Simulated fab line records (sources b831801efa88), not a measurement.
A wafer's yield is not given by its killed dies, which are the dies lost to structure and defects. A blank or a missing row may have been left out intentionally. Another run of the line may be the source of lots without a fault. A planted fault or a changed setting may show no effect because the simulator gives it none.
fab line records	flow sfq-line
record lots=7	wafers=21	last-day=89
route steps=325 shown A5B@210 R5@212
lots with no fault: from the same line, run without faults
start-h: hours from the record's first day to the start of the lot's first wafer shown	wait-h: hours elapsed since this lot's preceding step	" identical to the entry in the row above	L1.1+2: a row that stands for several wafers	- no value, or no start was given	* or withheld: withheld	< > ~ a bound
route shown NAME@n: NAME is a module with steps in the file, n the number in the route of the first one	usual: average and standard deviation across the fault-free wafers	same: alike in all rows	chamber/n: place in a boat	sites: readings site by site	_std_site: standard deviation across them	_edge_site: the outer-site mean with the inner-site mean subtracted	radius-mm: how far each site lies from the wafer's centre	mask NAME#n: copy n	behind: the tool/chamber that last shaped the wafer	hold: what put the lot on hold/how long, in hours/how the hold closed	device: whichever transistor did not switch (one of n, p or np)	end of line: the same wafers' tests at the end of the route	a step given without rows: its recipe and nothing more	killed: dies lost to structure and defects at the first sort, not the wafer's yield	map: a wafer's dies, x killed, . not, _ none there
set.NAME: the setting the step ran with; set.NAME@STEP: the setting that earlier step ran with	model.NAME: the simulator's own value behind a step, which no gauge read
lots at selected steps of the route; one table per step, one row per wafer
services: from which hour (start-h, from the record's first day; less than 0 if before it) a tool's chamber was out of use, for how many hours, and why
## steps
# step SFQ_TRILAYER_A5B_CMP_CMP_130
# recipe stop-on=Nb	down-force-psi=3	platen-rpm=60	target-thk-nm=340.7
# usual edge-zone-pressure-frac=1.000/0.0049	motor-current-A=9.8/0.93	retaining-ring-pressure-frac=1.000/0.005	slurry-flow-ml-min=149.9/0.53
lot.wafer	tool	chamber	start-h	wait-h	edge-zone-pressure-frac	motor-current-A	retaining-ring-pressure-frac	slurry-flow-ml-min
L106.3	cmp-02	2	1410.83	0.6	0.998	10.6	1.000	150.1
L106.2	"	1	1412.33	2.1	0.998	8.3	1.000	149.4
L106.6	"	2	"	"	1.002	10.6	0.992	150.2
L113.1	cmp-02	3	1562.38	4.2	0.992	9.5	1.004	150.3
L113.5	"	1	1563.38	5.1	0.999	8.4	0.998	149.6
L113.6	"	2	"	"	0.996	10.4	1.007	149.9
L114.3	cmp-01	2	1564.91	1.9	1.006	10.1	0.994	150.6
L114.1	"	0	1565.91	2.9	0.994	8.6	0.996	151.1
L114.4	"	1	"	"	1.002	10.4	0.995	149.4
L115.1	cmp-02	2	1570.88	3.7	1.004	10.4	1.013	150.4
L115.3	"	3	"	"	1.002	9.7	1.005	150.7
L115.6	"	1	1572.38	5.1	1.004	8.4	0.999	150.3
L116.1	cmp-02	0	1575.71	0.5	1.000	10.4	0.999	150.3
L116.2	"	1	"	"	0.997	8.2	1.001	149.9
L116.5	"	0	1577.71	2.5	1.001	10.2	0.999	150.3
L117.3	cmp-02	0	1661.05	0.5	0.999	10.6	1.005	149.8
L117.4	"	1	"	"	1.006	8.5	0.997	149.6
L117.1	"	2	"	"	1.007	10.9	1.005	150.2
L126.3	cmp-01	3	1772.77	0.0	0.996	10.5	0.999	150.2
L126.1	"	1	1773.77	1.0	0.997	10.4	0.993	150.0
L126.5	"	3	1774.77	2.0	0.993	11.1	0.997	150.2
# step SFQ_TRILAYER_A5B_METRO_MEASURE_131
# usual thk-nm=340/6.1
lot.wafer	tool	chamber	start-h	wait-h	thk-nm
L106.2	film-metro-02	-	1414.03	1.2	344
L106.3	"	-	"	"	338
L106.6	"	-	"	"	335
L113.1	film-metro-02	-	1564.38	1.5	344
L113.5	"	-	"	"	346
L113.6	"	-	"	"	339
L114.1	film-metro-02	-	1567.91	1.5	350
L114.3	"	-	"	"	334
L114.4	"	-	"	"	348
L115.1	film-metro-04	-	1573.38	2.0	343
L115.3	"	-	"	"	342
L115.6	"	-	"	"	350
L116.1	film-metro-02	-	1578.21	2.0	337
L116.2	"	-	"	"	350
L116.5	"	-	"	"	341
L117.1	film-metro-02	-	1663.55	1.0	349
L117.3	"	-	"	"	338
L117.4	"	-	"	"	352
L126.1	film-metro-04	-	1775.77	1.5	343
L126.3	"	-	"	"	333
L126.5	"	-	"	"	340
# step SFQ_TRILAYER_R5_DEP_SPUTTER_132
# recipe material=Ti	base-pressure-pa=1.33e-06	target-thk-nm=5	power-w=2000	time-s=5	chamber-pressure-pa=0.4
# usual throttle-valve-pct=30.2/1.3
lot.wafer	tool	chamber	start-h	wait-h	throttle-valve-pct
L106.2	pvd-sputter-06	-	1415.03	0.8	30.7
L106.3	"	-	"	"	30.1
L106.6	"	-	"	"	29.5
L113.1	pvd-sputter-04	-	1565.58	1.0	29.3
L113.5	"	-	"	"	28.9
L113.6	"	-	"	"	29.4
L114.1	pvd-sputter-04	-	1569.11	1.0	29.6
L114.3	"	-	"	"	32.6
L114.4	"	-	"	"	28.8
L115.1	pvd-sputter-05	-	1574.58	1.0	29.9
L115.3	"	-	"	"	31.0
L115.6	"	-	"	"	29.7
L116.1	pvd-sputter-05	-	1579.41	1.0	29.6
L116.2	"	-	"	"	30.6
L116.5	"	-	"	"	30.5
L117.1	pvd-sputter-04	-	1664.75	1.0	28.1
L117.3	"	-	"	"	29.6
L117.4	"	-	"	"	28.7
L126.1	pvd-sputter-04	-	1776.97	1.0	28.3
L126.3	"	-	"	"	32.4
L126.5	"	-	"	"	29.3
# step SFQ_TRILAYER_R5_DEP_SPUTTER_133
# recipe material=MoNx	base-pressure-pa=1.33e-06	target-thk-nm=40	power-w=971.4	time-s=66.7	chamber-pressure-pa=0.4
# usual throttle-valve-pct=30.2/1.3
lot.wafer	tool	chamber	start-h	wait-h	throttle-valve-pct
L106.2	pvd-sputter-06	-	1415.05	0.0	30.7
L106.3	"	-	"	"	30.1
L106.6	"	-	"	"	29.8
L113.1	pvd-sputter-04	-	1565.60	0.0	29.4
L113.5	"	-	"	"	28.9
L113.6	"	-	"	"	29.2
L114.1	pvd-sputter-04	-	1569.13	0.0	29.4
L114.3	"	-	"	"	32.5
L114.4	"	-	"	"	29.0
L115.1	pvd-sputter-05	-	1574.60	0.0	30.0
L115.3	"	-	"	"	31.1
L115.6	"	-	"	"	30.0
L116.1	pvd-sputter-05	-	1579.43	0.0	30.0
L116.2	"	-	"	"	30.4
L116.5	"	-	"	"	30.4
L117.1	pvd-sputter-04	-	1664.77	0.0	28.2
L117.3	"	-	"	"	29.6
L117.4	"	-	"	"	28.7
L126.1	pvd-sputter-04	-	1776.99	0.0	28.4
L126.3	"	-	"	"	32.2
L126.5	"	-	"	"	29.5
# step SFQ_TRILAYER_R5_DEP_SPUTTER_134
# recipe material=Ti	base-pressure-pa=1.33e-06	target-thk-nm=5	power-w=2000	time-s=5	chamber-pressure-pa=0.4
# usual throttle-valve-pct=30.2/1.2
lot.wafer	tool	chamber	start-h	wait-h	throttle-valve-pct
L106.2	pvd-sputter-06	-	1415.10	0.0	30.8
L106.3	"	-	"	"	30.5
L106.6	"	-	"	"	29.4
L113.1	pvd-sputter-04	-	1565.66	0.0	29.7
L113.5	"	-	"	"	28.8
L113.6	"	-	"	"	29.6
L114.1	pvd-sputter-04	-	1569.19	0.0	29.4
L114.3	"	-	"	"	32.5
L114.4	"	-	"	"	28.7
L115.1	pvd-sputter-05	-	1574.66	0.0	30.3
L115.3	"	-	"	"	31.0
L115.6	"	-	"	"	29.8
L116.1	pvd-sputter-05	-	1579.48	0.0	29.9
L116.2	"	-	"	"	30.3
L116.5	"	-	"	"	30.3
L117.1	pvd-sputter-04	-	1664.82	0.0	28.6
L117.3	"	-	"	"	29.4
L117.4	"	-	"	"	28.5
L126.1	pvd-sputter-04	-	1777.05	0.0	28.7
L126.3	"	-	"	"	32.7
L126.5	"	-	"	"	29.4
# step SFQ_R5_RS_MEAS_933
# recipe thk-meas-gauge=four-point-probe	reads=Ti_of_TRILAYER_R5_DEP_SPUTTER_134+MoNx_of_TRILAYER_R5_DEP_SPUTTER_133+Ti_of_TRILAYER_R5_DEP_SPUTTER_132
# usual R5_MONX_RS=7.24/0.097
lot.wafer	tool	chamber	start-h	wait-h	R5_MONX_RS[ohm/sq]
L106.2	film-metro-04	-	1415.16	0.1	7.09
L106.3	"	-	"	"	7.17
L106.6	"	-	"	"	7.20
L113.1	film-metro-03	-	1565.67	0.0	7.29
L113.5	"	-	"	"	7.14
L113.6	"	-	"	"	7.25
L114.1	film-metro-03	-	1569.20	0.0	7.34
L114.3	"	-	"	"	7.39
L114.4	"	-	"	"	7.28
L115.1	film-metro-02	-	1574.67	0.0	7.26
L115.3	"	-	"	"	7.27
L115.6	"	-	"	"	7.11
L116.1	film-metro-04	-	1579.50	0.0	7.14
L116.2	"	-	"	"	7.26
L116.5	"	-	"	"	7.24
L117.1	film-metro-04	-	1664.84	0.0	7.20
L117.3	"	-	"	"	7.25
L117.4	"	-	"	"	7.12
L126.1	film-metro-03	-	1777.07	0.0	7.15
L126.3	"	-	"	"	7.32
L126.5	"	-	"	"	7.36
# step SFQ_R5_THK_MEAS_934
# recipe thk-meas-gauge=xrf	reads=MoNx_of_TRILAYER_R5_DEP_SPUTTER_133
# usual R5_MONX_THK=38.6/0.64
lot.wafer	tool	chamber	start-h	wait-h	R5_MONX_THK[nm]
L106.2	film-metro-04	-	1415.27	0.1	39.2
L106.3	"	-	"	"	39.0
L106.6	"	-	"	"	38.7
L113.1	film-metro-03	-	1565.79	0.1	38.0
L113.5	"	-	"	"	39.1
L113.6	"	-	"	"	38.0
L114.1	film-metro-03	-	1569.32	0.1	37.7
L114.3	"	-	"	"	37.4
L114.4	"	-	"	"	38.1
L115.1	film-metro-02	-	1574.79	0.1	38.6
L115.3	"	-	"	"	38.3
L115.6	"	-	"	"	39.5
L116.1	film-metro-04	-	1579.62	0.1	39.0
L116.2	"	-	"	"	38.7
L116.5	"	-	"	"	38.8
L117.1	film-metro-04	-	1664.96	0.1	39.2
L117.3	"	-	"	"	38.8
L117.4	"	-	"	"	39.7
L126.1	film-metro-03	-	1777.19	0.1	38.4
L126.3	"	-	"	"	37.8
L126.5	"	-	"	"	37.6
# step SFQ_TRILAYER_R5_LITHO_COAT_141
# recipe resist=BARC	spin-rpm=3000	resist-thk-nm=62
# step SFQ_TRILAYER_R5_LITHO_COAT_136
# recipe resist=KrF	spin-rpm=3000	resist-thk-nm=600
# step SFQ_TRILAYER_R5_LITHO_SOFTBAKE_140
# recipe temp-c=withheld	time-s=withheld	resist=KrF
# step SFQ_TRILAYER_R5_LITHO_EXPOSE_137
# recipe mask-id=R5	na=0.6	source-shape=conventional	sigma-outer=0.65	target-cd-nm=500	dose-mj=14.4
# step SFQ_TRILAYER_R5_LITHO_PEB_139
# recipe peb-temp-c=115	peb-time-s=60	resist=KrF
# step SFQ_TRILAYER_R5_LITHO_DEVELOP_138
# recipe time-s=60	resist=KrF
# usual chill-plate-temp-C=23.01/0.11	exhaust-pa=44.8/0.81
lot.wafer	tool	chamber	start-h	wait-h	chill-plate-temp-C	exhaust-pa	model.KrF_of_TRILAYER_R5_LITHO_COAT_136.thk-nm
L106.2	litho-track-02	0	1514.67	0.1	22.96	44.7	576.2
L106.3	"	0	"	"	22.98	43.5	574.9
L106.6	"	0	"	"	23.11	44.1	577.3
L113.1	litho-track-04	0	1567.95	0.1	23.06	43.0	572.7
L113.5	"	0	"	"	23.13	43.9	570.5
L113.6	"	0	"	"	23.07	43.6	572.3
L114.1	litho-track-01	-	1571.53	0.1	-	-	598.4
L114.3	"	-	"	"	-	-	601.4
L114.4	"	-	"	"	-	-	599.5
L115.1	litho-track-01	-	1633.75	0.1	-	-	603
L115.3	"	-	"	"	-	-	602.2
L115.6	"	-	"	"	-	-	602.8
L116.1	litho-track-02	-	1634.95	0.1	-	-	603
L116.2	"	-	"	"	-	-	601.9
L116.5	"	-	"	"	-	-	603.5
L117.1	litho-track-04	0	1754.49	0.1	22.98	44.0	573.3
L117.3	"	0	"	"	22.82	45.1	573.8
L117.4	"	0	"	"	22.93	45.3	573.8
L126.1	litho-track-01	0	1878.52	0.1	23.02	46.7	572.9
L126.3	"	0	"	"	23.07	46.3	572.7
L126.5	"	0	"	"	23.04	45.4	571.3
# step SFQ_R5_OVL_MEAS_935
# usual R5_OVL=-1/4.9
lot.wafer	tool	chamber	start-h	wait-h	R5_OVL[nm]
L106.2	overlay-01	-	1514.80	0.1	-1
L106.3	"	-	"	"	2
L106.6	"	-	"	"	5
L113.1	overlay-02	-	1568.10	0.1	-4
L113.5	"	-	"	"	2
L113.6	"	-	"	"	7
L114.1	overlay-01	-	1571.68	0.1	-
L114.3	"	-	"	"	-
L114.4	"	-	"	"	-
L115.1	overlay-02	-	1633.90	0.1	-
L115.3	"	-	"	"	-
L115.6	"	-	"	"	-
L116.1	overlay-02	-	1635.10	0.1	-
L116.2	"	-	"	"	-
L116.5	"	-	"	"	-
L117.1	overlay-01	-	1754.64	0.1	-1
L117.3	"	-	"	"	4
L117.4	"	-	"	"	2
L126.1	overlay-02	-	1878.67	0.1	1
L126.3	"	-	"	"	-5
L126.5	"	-	"	"	-8
## services
tool	chamber	start-h	hours	kind
pvd-sputter-04	-	1418.81	0.8	repair
cmp-02	-	1433.54	4.0	pm
film-metro-02	-	1504.03	0.6	pm
cmp-02	-	1511.31	1.9	repair
cmp-02	-	1523.01	1.9	repair
cmp-02	-	1524.89	4.7	pm
cmp-02	-	1535.54	4.8	pm
film-metro-02	-	1554.06	0.5	pm
pvd-sputter-04	-	1558.60	4.7	repair
pvd-sputter-04	-	1572.90	2.6	repair
pvd-sputter-05	-	1586.28	8.5	repair
cmp-02	-	1606.71	2.6	repair
film-metro-02	-	1614.39	5.8	pm
pvd-sputter-05	-	1672.54	14.5	repair
pvd-sputter-05	-	1731.08	5.9	repair
cmp-02	-	1736.33	1.8	repair
film-metro-02	-	1749.03	0.3	pm
cmp-02	-	1772.83	31.2	repair
film-metro-02	-	1799.21	1.9	pm
cmp-02	-	1804.05	4.0	pm
film-metro-02	-	1818.37	2.2	pm
film-metro-02	-	1838.37	2.6	repair
cmp-02	-	1843.63	20.0	repair
pvd-sputter-05	-	1861.42	2.7	repair
## key
first-sign step=SFQ_TRILAYER_R5_LITHO_DEVELOP_138	reading=tool-record	direction=missing
effect none on later readings
model-effect step=SFQ_TRILAYER_R5_LITHO_DEVELOP_138	value=KrF_of_TRILAYER_R5_LITHO_COAT_136.thk-nm	without=576.4	struck=601.8
met-at SFQ_TRILAYER_R5_LITHO_DEVELOP_138
struck-wafers L114.1,L114.3,L114.4,L115.1,L115.3,L115.6,L116.1,L116.2,L116.5
onset-between 1514.67 1571.53
fault kind=skipped-step-whole	tool=litho-track-01,litho-track-02	chamber=-	onset-h=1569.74	steps=SFQ_TRILAYER_R5_LITHO_DEVELOP_138	scope=struck-lots-only
